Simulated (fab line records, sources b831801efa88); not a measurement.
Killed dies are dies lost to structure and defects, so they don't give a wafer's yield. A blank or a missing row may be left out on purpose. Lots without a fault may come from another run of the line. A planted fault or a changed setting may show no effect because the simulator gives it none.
Which tool did it? | flow sky130 | 12 lots, 36 wafers sampled, at 4 steps of a route of 708

WHAT THE GAUGES READ, wafer by wafer
SKY_VIA4_THK_MEAS_01.
lot  | measured     | on            | VIA4_HDPCVD_THK (nm)
L077 | day 43 05:06 | film_metro-03 | 1764 1761 1756
L076 | day 43 06:34 | film_metro-03 | 1742 1748 1749
L079 | day 43 08:25 | film_metro-03 | 1727 1720 1742
L081 | day 43 22:52 | film_metro-03 | 1741 1736 1733
L084 | day 44 17:30 | film_metro-03 | 1722 1751 1752
L085 | day 44 20:48 | film_metro-01 | 1785 1750 1779
L088 | day 46 09:22 | film_metro-03 | 1747 1776 1747
L090 | day 46 20:40 | film_metro-03 | 1738 1708 1729
L092 | day 47 01:23 | film_metro-03 | 1733 1764 1735
L093 | day 47 07:04 | film_metro-03 | 1734 1768 1743
L095 | day 47 22:37 | film_metro-03 | 1753 1721 1769
L097 | day 48 07:38 | film_metro-03 | 1738 1771 1760

WHICH TOOL RAN EACH LOT (tool, then ch and the chambers of the sampled wafers, then the start)
lot  | SKY_METAL4_SPUTTER_03        | SKY_METAL4_SPUTTER_04        | SKY_METAL4_STRIP_19
L077 | pvd_sputter-01, day 41 03:16 | pvd_sputter-01, day 41 03:17 | plasma_asher-01 ch 0, day 43 04:14
L076 | pvd_sputter-04, day 41 04:59 | pvd_sputter-04, day 41 05:01 | plasma_asher-04 ch 0, day 43 05:47
L079 | pvd_sputter-04, day 41 07:31 | pvd_sputter-04, day 41 07:32 | plasma_asher-03 ch 0,1, day 43 07:38
L081 | pvd_sputter-04, day 41 21:23 | pvd_sputter-04, day 41 21:25 | plasma_asher-04 ch 0,1, day 43 22:01
L084 | pvd_sputter-04, day 42 17:40 | pvd_sputter-04, day 42 17:41 | plasma_asher-01 ch 0,1, day 44 16:20
L085 | pvd_sputter-01, day 42 20:55 | pvd_sputter-01, day 42 20:56 | plasma_asher-04 ch 0,1, day 44 19:59
L088 | pvd_sputter-01, day 44 10:09 | pvd_sputter-01, day 44 10:10 | plasma_asher-03 ch 0,1, day 46 08:35
L090 | pvd_sputter-01, day 44 21:29 | pvd_sputter-01, day 44 21:29 | plasma_asher-03 ch 0,1, day 46 19:23
L092 | pvd_sputter-04, day 45 03:37 | pvd_sputter-04, day 45 03:38 | plasma_asher-03 ch 0,1, day 47 00:22
L093 | pvd_sputter-01, day 45 11:10 | pvd_sputter-01, day 45 11:11 | plasma_asher-04 ch 0, day 47 06:17
L095 | pvd_sputter-04, day 46 03:10 | pvd_sputter-04, day 46 03:11 | plasma_asher-03 ch 0,1, day 47 21:49
L097 | pvd_sputter-01, day 46 13:33 | pvd_sputter-01, day 46 13:34 | plasma_asher-04 ch 0,1, day 48 06:52
- SKY_METAL4_SPUTTER_03: material Ti, target thk 5 nm, time 3.3 s.
- SKY_METAL4_SPUTTER_04: material TiN, target thk 70 nm, time 58.3 s.
- SKY_METAL4_STRIP_19: strips in O2/N2.

THE ANSWER, worked out from the rows above alone
Rule: what is usual is taken from the lots themselves. Put in order of their means at a reading, lots are off if they are a third of the lots or fewer, leave a main group of 4 or more, and stand apart from it by a gap of 3 or more times the standard deviation of the main group's means; of several such gaps the widest counts. A main group whose means are all the same, to the digits that the tables above print for the reading, isn't used. A lot without any number at a reading at which 4 lots or more have one is off too. The other lots that the step has rows for count as sound.
No lot is off at any reading shown: from this, nothing can be told.

WHAT THE SIMULATOR HAD PUT IN
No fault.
